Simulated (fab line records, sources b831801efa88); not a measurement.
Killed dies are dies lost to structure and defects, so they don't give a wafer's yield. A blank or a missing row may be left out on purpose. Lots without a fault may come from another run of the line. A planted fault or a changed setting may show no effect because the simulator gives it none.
A struck lot beside a sound one | flow sky130 | 44 steps out of a route of 708
Sound: wafers L383.4, L383.5, L383.6. Struck: wafer L391.3. (L391.5 of the same lot was not struck and is left out.) The cause comes at the end.
At each step with rows: each side's tool, then ch and its chambers, then its first start. Under that, the readings that differ: sound wafers | struck wafers | difference of the means | sigmas: that difference in standard deviations of wafers without a fault.
alike: readings whose means differ by less than 2 such deviations, and words and numbers that are the same on both sides. not compared: withheld readings, readings that some wafer has no value for, bounds like >300 that may hide the same value, and numbers for which the record gives no deviation and whose values overlap.
The two part at a step that has a row with sigmas, a row that says differs or no value, or rows on one side only. Numbers that don't overlap but have no deviation are shown without sigmas and don't part them. A reading that every wafer of one side lacks parts them only if that side has two wafers or more.

first, 2 steps without rows for these wafers: SKY_VIA2_SPUTTER_20 (material TiN, target thk 20 nm, time 80 s); SKY_VIA2_CVD_21 (deposits W, target thk 420 nm, time 126.4 s).
SKY_VIA2_RS_MEAS_22: measures by four-point-probe.
  sound on film_metro-01, day 37 08:20; struck on film_metro-02, day 39 20:40
  alike: VIA2_W_RS
SKY_VIA2_THK_MEAS_23: measures by xrf.
  sound on film_metro-01, day 37 08:25; struck on film_metro-02, day 39 20:46
  alike: VIA2_W_THK
then, 3 steps without rows for these wafers: SKY_VIA2_CMP_24 (polishes, stops on SiO2, t overpolish 20 s, target thk 0 nm); SKY_METAL3_SPUTTER_00 (material Ti, target thk 15 nm, time 10 s); SKY_METAL3_SPUTTER_01 (material TiN, target thk 20 nm, time 16.7 s).
SKY_METAL3_SPUTTER_02: material AlCu, target thk 735 nm, time 39.1 s.
  sound on pvd_sputter-01, day 37 08:48; struck on pvd_sputter-01, day 39 21:10
  alike: chamber_pressure_pa, throttle_valve_pct
SKY_METAL3_SPUTTER_03: material Ti, target thk 5 nm, time 3.3 s.
  sound on pvd_sputter-01, day 37 08:50; struck on pvd_sputter-01, day 39 21:12
  reading                  | sound                | struck | difference | sigmas
  chamber_pressure_pa (Pa) | 0.3987 0.3991 0.3991 | 0.4007 | +0.0017    | +2
  alike: throttle_valve_pct
SKY_METAL3_SPUTTER_04: material TiN, target thk 70 nm, time 58.3 s.
  sound on pvd_sputter-01, day 37 08:52; struck on pvd_sputter-01, day 39 21:13
  alike: chamber_pressure_pa, throttle_valve_pct
SKY_CAPM_CVD_00: deposits SiO2, target thk 15.5 nm.
  sound on pecvd-02 ch 0,1,2, day 37 08:55; struck on pecvd-03 ch 0, day 39 21:16
  reading            | sound       | struck | difference | sigmas
  heater_power_w (W) | 686 639 605 | 899    | +256       | +2
SKY_CAPM_THK_MEAS_01:
  sound on film_metro-04, day 37 08:58; struck on film_metro-02, day 39 21:19
  alike: CAPM_CVD_00_THK
SKY_CAPM_SPUTTER_02: material TiN, target thk 200 nm, time 166.7 s.
  sound on pvd_sputter-04, day 37 08:59; struck on pvd_sputter-02, day 39 21:21
  reading                                  | sound                | struck | difference | sigmas
  chamber_pressure_pa (Pa)                 | 0.4007 0.3997 0.4005 | 0.3985 | -0.0018    | -2
  throttle_valve_pct (%)                   | 26.9 27.0 30.5       | 31.5   | +3.4       | +2
  model.TiN_of_CAPM_SPUTTER_02.thk_nm (nm) | 197.8 198.4 195.7    | 206    | +9         |
SKY_CAPM_RS_MEAS_03: measures by four-point-probe.
  sound on film_metro-02, day 37 09:10; struck on film_metro-03, day 39 21:29
  reading              | sound          | struck | difference | sigmas
  CAPM_TIN_RS (ohm/sq) | 6.99 6.96 7.07 | 6.70   | -0.31      | -4
SKY_CAPM_THK_MEAS_04: measures by xrf.
  sound on film_metro-02, day 37 09:15; struck on film_metro-03, day 39 21:35
  reading           | sound             | struck | difference | sigmas
  CAPM_TIN_THK (nm) | 200.3 200.4 198.4 | 210.0  | +10.3      | +4
then, 7 steps without rows for these wafers: SKY_CAPM_DEHYDRATE_05 (time 60 s); SKY_CAPM_HMDS_06 (prime time 60 s); SKY_CAPM_COAT_07 (resist thk 1140 nm); SKY_CAPM_SOFTBAKE_08 (time 60 s); SKY_CAPM_EXPOSE_09 (exposes mask CAPM, target cd 1000 nm); SKY_CAPM_PEB_10; SKY_CAPM_DEVELOP_11 (develop time 60 s).
SKY_CAPM_OVL_MEAS_12:
  sound on overlay-01, day 38 10:14; struck on overlay-01, day 40 21:46
  alike: CAPM_OVL
SKY_CAPM_METAL_ETCH_13: etches TiN in Cl2/BCl3, stops on SiO2, target depth 220 nm, time 62.9 s.
  sound on rie_metal-04 ch 0,1, day 38 10:16; struck on rie_metal-02 ch 1, day 40 21:49
  reading                          | sound                | struck | difference | sigmas
  oes_product_au (a.u.)            | 0.932 0.937 0.929    | 0.951  | +0.018     | +2
  throttle_valve_pct (%)           | 21.909 21.912 21.910 | 21.874 | -0.036     | -4
  model.CAPM.feature_depth_nm (nm) | 197.8 198.4 195.7    | 206    | +9         |
  model.etch.depth_nm (nm)         | 197.8 198.4 195.7    | 206    | +9         |
  alike: chamber_pressure_mTorr, drypump_motor_current_A, mfc_cl2_sccm
  not compared: rf_hours_counter_h
then, 12 steps without rows for these wafers: SKY_CAPM_STRIP_14 (strips in O2/N2); SKY_CAPM_STRIP_15 (strips in post etch residue remover, time 1200 s); SKY_CAPM_CLEAN_16 (cleans in IPA, time 180 s); SKY_CAPM_CLEAN_17 (cleans in O3/DIW); SKY_METAL3_DEHYDRATE_05 (time 60 s); SKY_METAL3_HMDS_06 (prime time 60 s); SKY_METAL3_COAT_07 (resist thk 60 nm); SKY_METAL3_COAT_08 (resist thk 1140 nm); SKY_METAL3_SOFTBAKE_09 (time 90 s); SKY_METAL3_EXPOSE_10 (exposes mask MM3, target cd 300 nm); SKY_METAL3_PEB_11; SKY_METAL3_DEVELOP_12 (develop time 60 s).
SKY_METAL3_CD_MEAS_13: target cd 300 nm.
  sound on cd_sem-01, day 39 12:05; struck on cd_sem-01, day 41 22:08
  alike: cd_nm
SKY_METAL3_OVL_MEAS_14:
  sound on overlay-02, day 39 12:10; struck on overlay-02, day 41 22:13
  alike: METAL3_OVL
then, 2 steps without rows for these wafers: SKY_METAL3_DESCUM_15 (chemistry O2, time 8 s); SKY_METAL3_ETCH_16 (etches BARC in N2/H2, stops on SiO2, time 88.2 s, target depth 60 nm).
SKY_METAL3_ETCH_17: etches SiO2 in C4F8/O2/Ar, stops on TiN, time 3.9 s, target depth 15 nm.
  sound on rie_diel-01 ch 0,2,3, day 39 12:19; struck on rie_diel-04 ch 2, day 41 22:23
  alike: chamber_pressure_mTorr, oes_product_au
  not compared: rf_hours_counter_h
then, 1 step without rows for these wafers: SKY_METAL3_METAL_ETCH_18 (etches the open film in Cl2/BCl3, stops on SiO2, target depth 845 nm, time 183.1 s).
SKY_METAL3_STRIP_20: strips in post etch residue remover, time 1200 s.
  sound on wet_bench-03 ch 2, day 39 12:37; struck on wet_bench-01 ch 1, day 41 22:40
  reading                                  | sound           | struck | difference | sigmas
  model.TiN_of_CAPM_SPUTTER_02.thk_nm (nm) | 197 197.6 194.9 | 205.1  | +8.6       |
-- the record jumps here: 7 days lie between the struck wafers' starts before and after (it left off in module METAL3 and takes up again in module PAD_OPEN, whose first step shown is number 708 of the route) --
SKY_PAD_OPEN_PROBE_99:
  sound on prober-01, day 46 14:49; struck on prober-02, day 48 15:44
  reading                          | sound           | struck | difference | sigmas
  killed_at_M0_to_M3               | 26 24 41        | 45     | +15        | +2
  model.etest.cap_mim.plate_ohm_sq | 6.1 6.071 6.087 | 5.869  | -0.217     |
  alike: defect_limited_yield, killed_at_M4_up, killed_at_contacts, killed_at_front_end, killed_at_other, killed_dies, killed_on_rim, killed_open, killed_short, sort_bin_3_pad_short, sort_bin_5_function, sort_bin_6_memory, sort_n_pass, sort_yield_pct

WHERE THEY PART
First at SKY_METAL3_SPUTTER_03; last, within this record, at SKY_PAD_OPEN_PROBE_99.

WHY: what the simulator had put in
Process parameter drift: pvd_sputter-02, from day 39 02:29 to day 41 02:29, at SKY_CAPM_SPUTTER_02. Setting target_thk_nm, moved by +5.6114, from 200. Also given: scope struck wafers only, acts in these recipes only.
